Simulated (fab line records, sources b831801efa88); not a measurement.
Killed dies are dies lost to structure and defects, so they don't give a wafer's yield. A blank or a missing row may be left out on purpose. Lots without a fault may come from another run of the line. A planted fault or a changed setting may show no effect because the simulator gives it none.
Chamber matching | flow gf180mcu | GF_V5_CMP_26 on cmp-01: 4 sister chambers
The step polishes, stops on SiO2, t overpolish 15 s, target thk 0 nm. 14 wafers are shown with their chamber, then 7 later ones without.

WAFERS WITH THEIR CHAMBER
wafer  | chamber | motor_current_A (A) | overpolish_run_s (s) | time_to_endpoint_s (s)
L439.1 | 2       | 10.6                | 15.012               | 84.9
L439.2 | 3       | 11.5                | 14.994               | 83.7
L439.5 | 3       | 11.9                | 15.002               | 89.8
L445.1 | 2       | 11.3                | 15.010               | 80.4
L445.2 | 3       | 11.6                | 14.998               | 83.3
L445.4 | 1       | 11.3                | 15.000               | 82.8
L448.1 | 2       | 11.1                | 15.001               | 84.0
L448.2 | 0       | 11.9                | 14.996               | 87.2
L448.3 | 3       | 11.2                | 15.017               | 85.0
L447.1 | 0       | 11.9                | 15.007               | 85.9
L447.2 | 1       | 11.5                | 15.000               | 83.2
L447.6 | 1       | 10.9                | 15.002               | 86.3
L449.1 | 0       | 12.3                | 14.993               | 83.6
L449.3 | 1       | 11.6                | 14.999               | 84.8

SIGNATURES (means of the wafers above)
reading            | chamber 0 | chamber 1 | chamber 2 | chamber 3 | scatter within a chamber
motor_current_A    | 12.033    | 11.325    | 11.000    | 11.550    | 0.301
overpolish_run_s   | 14.99867  | 15.00025  | 15.00767  | 15.00275  | 0.00696
time_to_endpoint_s | 85.567    | 84.275    | 83.100    | 85.450    | 2.29
Rule: a wafer's distance from a chamber is the root of the sum, over the readings, of the square of ((its reading less the chamber's mean) divided by the reading's scatter). The wafer belongs to the nearest chamber; if the next one is less than 2 further off, it can't be placed. The scatter: the root of (the sum of the squares of (reading less its chamber's mean) over the shown wafers, divided by (wafers less chambers)).

WAFERS WITHOUT THEIR CHAMBER
wafer  | motor_current_A (A) | overpolish_run_s (s) | time_to_endpoint_s (s)
L449.4 | 11.5                | 14.997               | 81.0
L458.1 | 11.3                | 15.013               | 83.1
L458.2 | 11.7                | 15.010               | 86.2
L458.5 | 10.9                | 15.008               | 82.8
L460.1 | 11.4                | 14.991               | 81.4
L460.2 | 12.0                | 14.999               | 85.0
L460.5 | 10.9                | 14.999               | 81.5

WHICH CHAMBER EACH WENT THROUGH
wafer  | from the rows above               | in truth
L449.4 | can't be placed: 1 or 3 or 2 or 0 | 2
L458.1 | can't be placed: 2 or 1 or 3      | 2
L458.2 | can't be placed: 3 or 0 or 1 or 2 | 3
L458.5 | can't be placed: 2 or 1           | 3
L460.1 | can't be placed: 1 or 3 or 2 or 0 | 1
L460.2 | can't be placed: 0 or 3 or 1      | 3
L460.5 | can't be placed: 2 or 1 or 3      | 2
Placed correctly: 0 of 7. Can't be placed from these rows: 7 (the true chamber is among the candidates in 6). Placed wrongly: 0.
